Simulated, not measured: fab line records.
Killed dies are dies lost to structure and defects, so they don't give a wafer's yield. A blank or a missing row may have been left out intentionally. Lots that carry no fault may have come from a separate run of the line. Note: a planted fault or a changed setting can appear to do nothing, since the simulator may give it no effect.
Problem report, 8D (eight disciplines) form, completed by code -- flow sky130 -- the parts of the form that need people (team, actions taken, sign-off) are left out

1. THE PROBLEM
Wafers without a fault read 24, standard deviation 5.4; killed_at_contacts at SKY_PAD_OPEN_PROBE_99 reads a mean of 72 on 6 wafers belonging to 2 lots. Measured from the usual mean, that is +8.8 standard deviations.
Seen first at day 51 03:42 on prober-01, wafer L639.1. Wafers with a number at this step in the record: 39, from 13 lots. The rule behind "out" and "out of limits": a value lying over 4 standard deviations away from the usual mean. The other wafers with a number count as sound.

2. WHAT THIS IS AND IS NOT
question,is,is not
which readings at this step,"killed_at_contacts, killed_dies","killed_at_M0_to_M3, killed_at_front_end, killed_open, killed_short"
which lots,"L638, L639","L619, L620, L621, L622, L624, L625, L627, L629, L630, L631, L632"
which wafers of those lots,all that have a number,-
read on which tools,"prober-01, prober-02",-
when,from day 51 03:42,up to then (33 sound wafers)

3. SUSPECTS, AND WHAT RULES EACH OUT
Counting: a tool at any process step up to the reading remains a suspect when it ran all the lots that are out and ran no sound lot after the first of those.
- cvd_w-01 at SKY_CONTACT_CVD_24 (deposits W, target thk 340 nm, time 102.12 s): kept. Every lot that is out went through it, starting with L639 (day 38 22:08), and after that it ran no sound lot; the last sound lot it ran before then is L632 (day 36 18:34).
- pvd_sputter-02 at SKY_VIA4_SPUTTER_17 (material TiN, target thk 20 nm, time 80 s): kept. Every lot that is out went through it, starting with L639 (day 48 20:05), and after that it ran no sound lot; the last sound lot it ran before then is L627 (day 46 12:38).
After counting, cvd_w-01 at SKY_CONTACT_CVD_24 and pvd_sputter-02 at SKY_VIA4_SPUTTER_17 remain.

4. THE CAUSE (what the simulator had put in)
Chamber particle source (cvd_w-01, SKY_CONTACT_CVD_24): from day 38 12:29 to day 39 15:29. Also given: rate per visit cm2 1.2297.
Counting leaves 2 suspects; this tool is one of them.

5. SEQUENCE OF EFFECTS, ordered by route
Rows list readings where the struck wafers' mean (over those with a number) sits beyond 3 standard deviations from the usual. Only readings whose record carries a usual standard deviation are examined. hours: median over the lots of the time between each lot's start at the first step of this table that gives one and its start at this step. sigmas: the change, counted in usual standard deviations.
hours,step,reading,usual,on struck wafers,change,sigmas
0,SKY_PAD_OPEN_PROBE_99,killed_at_contacts,24,72,+48,+8.8
0,SKY_PAD_OPEN_PROBE_99,killed_dies,89,134,+45,+4.9
The process steps in it:
- SKY_PAD_OPEN_PROBE_99

6. HOW IT WOULD HAVE BEEN CAUGHT EARLIER
The fault began at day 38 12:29; the first out-of-limits reading in this record came at day 51 03:42, 303 hours later.
An alarm limit of 4 standard deviations would not have fired on the tool readings at SKY_CONTACT_CVD_24 for which the record gives a usual standard deviation, since none of them was out on any struck wafer.
By day 51 03:42, every lot that is out (2) had started SKY_CONTACT_CVD_24 on cvd_w-01. Tool hold at that time: it would have spared none of them.
